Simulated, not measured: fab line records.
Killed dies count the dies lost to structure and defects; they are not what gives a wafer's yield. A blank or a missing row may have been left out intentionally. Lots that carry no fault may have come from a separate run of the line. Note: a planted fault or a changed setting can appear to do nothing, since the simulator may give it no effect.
Struck lot and sound lot, side by side :: flow sky130 :: 18 out of 708 route steps
Sound: the wafers L170.3, L170.4, L170.5. The struck wafers were L160.1, L160.2, L160.5. The cause is named last.
Order at every step that has rows: each side's tool, ch and its chambers, its first start. Under that, the readings that differ: sound wafers :: struck wafers :: difference of the means :: sigmas: that difference in standard deviations of wafers without a fault.
alike: words and numbers the same on both sides, and readings whose means are apart by under 2 such deviations; not compared: readings that were withheld, readings missing a value for some wafer, numbers with overlapping values and no deviation given by the record, and bounds like >300 which may hide the same value.
A row with sigmas, a row that says differs or no value, or rows on one side alone: a step with any of these is where the two part. Numbers that have no deviation but don't overlap get no sigmas and don't part them. A reading that every wafer of one side lacks parts them only if that side has two wafers or more.

first, 5 steps without rows for these wafers: SKY_VIA4_COAT_06 (resist thk 1140 nm); SKY_VIA4_SOFTBAKE_07 (time 60 s); SKY_VIA4_EXPOSE_08 (exposes mask VIM4, target cd 800 nm); SKY_VIA4_PEB_09; SKY_VIA4_DEVELOP_10 (develop time 60 s).
SKY_VIA4_OVL_MEAS_11:
  sound: overlay-01 at day 47 02:11; struck: overlay-02 at day 44 11:49
  alike: VIA4_OVL
SKY_VIA4_ETCH_12: etches SiO2 in C4F8/O2/Ar, stops on TiN, target depth 580 nm.
  sound on rieDiel-02 ch 0,1,3, day 47 02:12; struck on rieDiel-01 ch 0,2, day 44 11:51
  alike: oesProductAu
SKY_VIA4_STRIP_13: strips in O2/N2.
  sound on plasmaAsher-01 ch 0,1, day 47 02:19; struck on plasmaAsher-02 ch 0,1, day 44 11:55
  alike: drypumpMotorCurrentA, oesProductAu, stripTimeToEndpointS
  not compared: rfHoursCounterH
then, 3 steps without rows for these wafers: SKY_VIA4_STRIP_14 (strips in post etch residue remover, time 1200 s); SKY_VIA4_CLEAN_15 (cleans in IPA, time 180 s); SKY_VIA4_CLEAN_16 (cleans in O3/DIW).
SKY_VIA4_SPUTTER_17: material TiN, target thk 20 nm, time 80 s.
  sound: pvdSputter-04 at day 47 02:52; struck: pvdSputter-01 at day 44 12:31
  alike: throttleValvePct
SKY_VIA4_CVD_18: deposits W, target thk 505 nm, time 152.14 s.
  sound on cvdW-02 ch 0,1, day 47 03:07; struck on cvdW-02 ch 0,1, day 44 12:35
reading: model.W_of_VIA4_CVD_18.thkNm (nm)
sound: 524.3 550.3 519.5
struck: 760.2 730.8 729.1
difference: +208.7
sigmas: 
  alike: heaterPowerW
SKY_VIA4_RS_MEAS_19: measurement is done with a four-point probe.
  sound: filmMetro-01 at day 47 03:15; struck: filmMetro-02 at day 44 13:01
reading: VIA4_W_RS (ohm/sq)
sound: 0.218 0.208 0.220
struck: 0.150 0.156 0.157
difference: -0.061
sigmas: -13
  not compared: hold
SKY_VIA4_THK_MEAS_20: measures by xrf.
  sound: filmMetro-01 at day 47 03:21; struck: filmMetro-02 at day 44 16:05
reading: VIA4_W_THK (nm)
sound: 512 536 504
struck: 745 713 712
difference: +206
sigmas: +17
  not compared: hold
SKY_VIA4_CMP_21: polishes, stops on SiO2, t overpolish 25 s, target thk 0 nm.
  sound on cmp-02 ch 0,1,3, day 47 03:29; struck on cmp-02 ch 2,3, day 44 17:04
reading: hold
sound: - - -
struck: awaitDispo/0.9h/release awaitDispo/0.9h/release awaitDispo/0.9h/release
difference: no value on the sound wafers
sigmas: 

reading: timeToEndpointS (s)
sound: 139 131 124
struck: 180 171 175
difference: +44
sigmas: +7
  alike: motorCurrentA, platenRpm
SKY_METAL5_SPUTTER_00: material Ti, target thk 15 nm, time 10 s.
  sound: pvdSputter-04 at day 47 03:41; struck: pvdSputter-02 at day 44 17:22
  alike: throttleValvePct
-- the record jumps here: 3 days lie between the struck wafers' starts before and after (it left off in module METAL5 and takes up again in module PAD_OPEN, whose first step shown is number 708 of the route) --
SKY_PAD_OPEN_PROBE_99:
  rows exist in the record for the struck wafers here (prober-01, day 47 07:26), but not for the sound ones

WHERE THEY PART
Last at SKY_PAD_OPEN_PROBE_99 as far as this record goes, first at SKY_VIA4_RS_MEAS_19.

WHY: what had been put in by the simulator
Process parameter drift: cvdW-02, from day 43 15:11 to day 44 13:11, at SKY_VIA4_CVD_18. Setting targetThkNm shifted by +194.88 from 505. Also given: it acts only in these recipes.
